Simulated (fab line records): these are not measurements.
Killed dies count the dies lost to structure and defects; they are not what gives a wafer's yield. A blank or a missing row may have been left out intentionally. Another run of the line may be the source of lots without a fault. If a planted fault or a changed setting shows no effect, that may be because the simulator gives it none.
Struck lot and sound lot, side by side | flow sky130 | 15 out of 708 route steps
Sound: these wafers, L365.1, L365.2, L365.4. Struck: wafers L359.1, L359.2, L359.4. The cause is given at the end.
Each step with rows lists, per side, the tool, then ch with its chambers, then its first start. Under that, the readings that differ: sound wafers | struck wafers | difference of the means | sigmas: that difference in standard deviations of wafers without a fault.
alike: words and numbers the same on both sides, and readings whose means are apart by under 2 such deviations; not compared: readings that were withheld, readings missing a value for some wafer, numbers with overlapping values and no deviation given by the record, and bounds like >300 which may hide the same value.
The two part at a step that has a row with sigmas, a row that says differs or no value, or rows on one side only. Numbers that have no deviation but don't overlap get no sigmas and don't part them. Lack of a reading on every wafer of one side parts them only where that side has two or more wafers.

first, 3 steps without rows for these wafers: SKY_VIA2_CLEAN_18 (cleans in IPA, time 180 s); SKY_VIA2_CLEAN_19 (cleans in O3/DIW); SKY_VIA2_SPUTTER_20 (material TiN, target thk 20 nm, time 80 s).
SKY_VIA2_CVD_21: deposits W, target thk 420 nm, time 126.4 s.
  sound on cvd w-02 ch 0,1, day 40 16:04; struck on cvd w-01 ch 0,1, day 38 20:54
  reading              | sound                | struck               | difference | sigmas
  susceptor temp C (C) | 399.70 399.52 399.76 | 400.53 400.21 400.11 | +0.62      | +3
  alike: chamber pressure Torr, heater power outer w, heater power w
SKY_VIA2_RS_MEAS_22: measurement is done with a four-point probe.
  sound on film metro-01, day 40 16:11; struck on film metro-02, day 38 21:02
  alike: VIA2_W_RS
SKY_VIA2_THK_MEAS_23: measures by xrf.
  sound on film metro-01, day 40 16:19; struck on film metro-02, day 38 21:09
  alike: VIA2_W_THK
then, 1 step without rows for these wafers: SKY_VIA2_CMP_24 (polishes, stops on SiO2, t overpolish 20 s, target thk 0 nm).
SKY_METAL3_SPUTTER_00: material Ti, target thk 15 nm, time 10 s.
  sound on pvd sputter-02, day 40 16:40; struck on pvd sputter-02, day 38 21:31
  alike: throttle valve pct
then, 1 step without rows for these wafers: SKY_METAL3_SPUTTER_01 (material TiN, target thk 20 nm, time 16.7 s).
SKY_METAL3_SPUTTER_02: material AlCu, target thk 735 nm, time 37.31 s.
  sound on pvd sputter-02, day 40 16:43; struck on pvd sputter-02, day 38 21:34
  alike: throttle valve pct
SKY_METAL3_SPUTTER_03: material Ti, target thk 5 nm, time 3.3 s.
  sound on pvd sputter-02, day 40 16:45; struck on pvd sputter-02, day 38 21:36
  alike: throttle valve pct
then, 1 step without rows for these wafers: SKY_METAL3_SPUTTER_04 (material TiN, target thk 70 nm, time 58.3 s).
SKY_CAPM_CVD_00: deposits SiO2, target thk 15.5 nm.
  sound on pecvd-04 ch 0,2, day 40 16:49; struck on pecvd-03 ch 0,2, day 38 21:40
  no value came back on the struck wafers for heater power outer w (W), heater power w (W), susceptor temp C (C); on the sound wafers heater power outer w (W) reads 405 384 382
SKY_CAPM_SPUTTER_02: material TiN, target thk 200 nm, time 166.7 s.
  sound on pvd sputter-03, day 40 16:54; struck on pvd sputter-03, day 38 21:44
  alike: susceptor temp C, throttle valve pct
-- the record jumps here: 9 days lie between the struck wafers' starts before and after (it left off in module CAPM and takes up again in module PAD_OPEN, whose first step shown is number 708 of the route) --
SKY_PAD_OPEN_PROBE_99:
  sound on prober-01, day 49 04:58; struck on prober-02, day 47 19:57
  reading                  | sound          | struck         | difference | sigmas
  defect limited yield (%) | 82.3 81.9 78.9 | 0 0 0          | -81        | -43
  killed at other          | 1 0 0          | 403 405 404    | +404       | +99 or more
  killed dies              | 87 89 104      | 492 492 492    | +399       | +42
  killed on rim            | 14 14 19       | 96 96 96       | +80        | +21
  sort_bin_5_function (%)  | 7.1 11.6 12.4  | 93.1 92.9 92.5 | +82.5      | +55
  sort n pass              | 405 403 388    | 0 0 0          | -399       | -42
  sort yield pct (%)       | 82.3 81.9 78.9 | 0 0 0          | -81        | -43
  alike: killed_at_M0_to_M3, killed_at_M4_up, killed at contacts, killed at front end, killed open, killed short, sort_bin_3_pad_short, sort_bin_6_memory

WHERE THEY PART
Earliest at SKY_VIA2_CVD_21; latest, in this record, at SKY_PAD_OPEN_PROBE_99.

WHY: whatever the simulator had introduced
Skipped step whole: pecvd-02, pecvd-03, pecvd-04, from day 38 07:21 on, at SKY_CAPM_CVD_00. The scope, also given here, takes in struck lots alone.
